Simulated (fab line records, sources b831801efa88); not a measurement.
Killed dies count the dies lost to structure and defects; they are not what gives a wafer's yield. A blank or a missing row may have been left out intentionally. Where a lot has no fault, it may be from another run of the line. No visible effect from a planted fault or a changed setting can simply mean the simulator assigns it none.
Comparing a struck lot with a sound one :: flow sky130 :: 14 out of 708 route steps
Sound: these wafers, L744.1, L744.4, L744.5. The struck wafers were L740.1, L740.5, L740.6. The cause is given at the end.
At each step with rows: each side's tool, then ch and its chambers, then its first start. Under that, the readings that differ: sound wafers :: struck wafers :: difference of the means :: sigmas: that difference in standard deviations of wafers without a fault.
alike: readings with means less than 2 such deviations apart, plus words and numbers identical on both sides. not compared: withheld readings, readings lacking a value on some wafer, bounds such as >300 that could conceal the same value, and numbers that have no deviation in the record and whose values overlap.
A row with sigmas, a row that says differs or no value, or rows on one side alone: a step with any of these is where the two part. Non-overlapping numbers with no deviation appear without sigmas and do not part them. A reading missing from all wafers of one side parts the sides only when that side holds two or more wafers.

first, 4 steps without rows for these wafers: SKY_LDD_HVP_SOFTBAKE_03 (time 60 s); SKY_LDD_HVP_EXPOSE_04 (exposes mask HVPTM, target cd 700 nm); SKY_LDD_HVP_PEB_05; SKY_LDD_HVP_DEVELOP_06 (develop time 60 s).
SKY_LDD_HVP_OVL_MEAS_07:
  sound: overlay-01 at day 26 23:41; struck: overlay-02 at day 25 12:50
reading: LDD_HVP_OVL (nm)
sound: -2.5 -2.9 -0.7
struck: 0.7 2.1 2.5
difference: +3.8
sigmas: +3
then, 1 step without rows for these wafers: SKY_LDD_HVP_IMPLANT_08.
SKY_LDD_HVP_STRIP_09: strips in O2/N2.
  sound on plasma_asher-01 ch 0,1, day 26 23:52; struck on plasma_asher-01 ch 0,1, day 25 13:01
  alike: drypump_motor_current_A, oes_product_au, strip_time_to_endpoint_s
  not compared: rf_hours_counter_h
SKY_LDD_HVP_TW_MEAS_10:
  sound: film_metro-01 at day 26 23:58; struck: film_metro-02 at day 25 13:07
  alike: LDD_HVP_TW
then, 4 steps without rows for these wafers: SKY_LDD_LDN_DEHYDRATE_00 (time 60 s); SKY_LDD_LDN_HMDS_01 (prime time 60 s); SKY_LDD_LDN_COAT_02 (resist thk 1140 nm); SKY_LDD_LDN_SOFTBAKE_03 (time 60 s).
SKY_LDD_LDN_EXPOSE_04: exposes mask LDNTM, target cd 700 nm.
  sound on iline_stepper-01 ch 0, day 27 14:39; struck on iline_stepper-01, day 26 03:40
  no value came back on the struck wafers for exposure_dose_mJ_cm2, focus_offset_nm (nm), sigma_outer; on the sound wafers exposure_dose_mJ_cm2 reads 139.89 139.64 139.76
  alike: mask
then, 1 step without rows for these wafers: SKY_LDD_LDN_PEB_05.

== WHERE THEY PART ==
Earliest at SKY_LDD_HVP_OVL_MEAS_07; latest, in this record, at SKY_LDD_LDN_EXPOSE_04.

WHY: the cause the simulator had injected
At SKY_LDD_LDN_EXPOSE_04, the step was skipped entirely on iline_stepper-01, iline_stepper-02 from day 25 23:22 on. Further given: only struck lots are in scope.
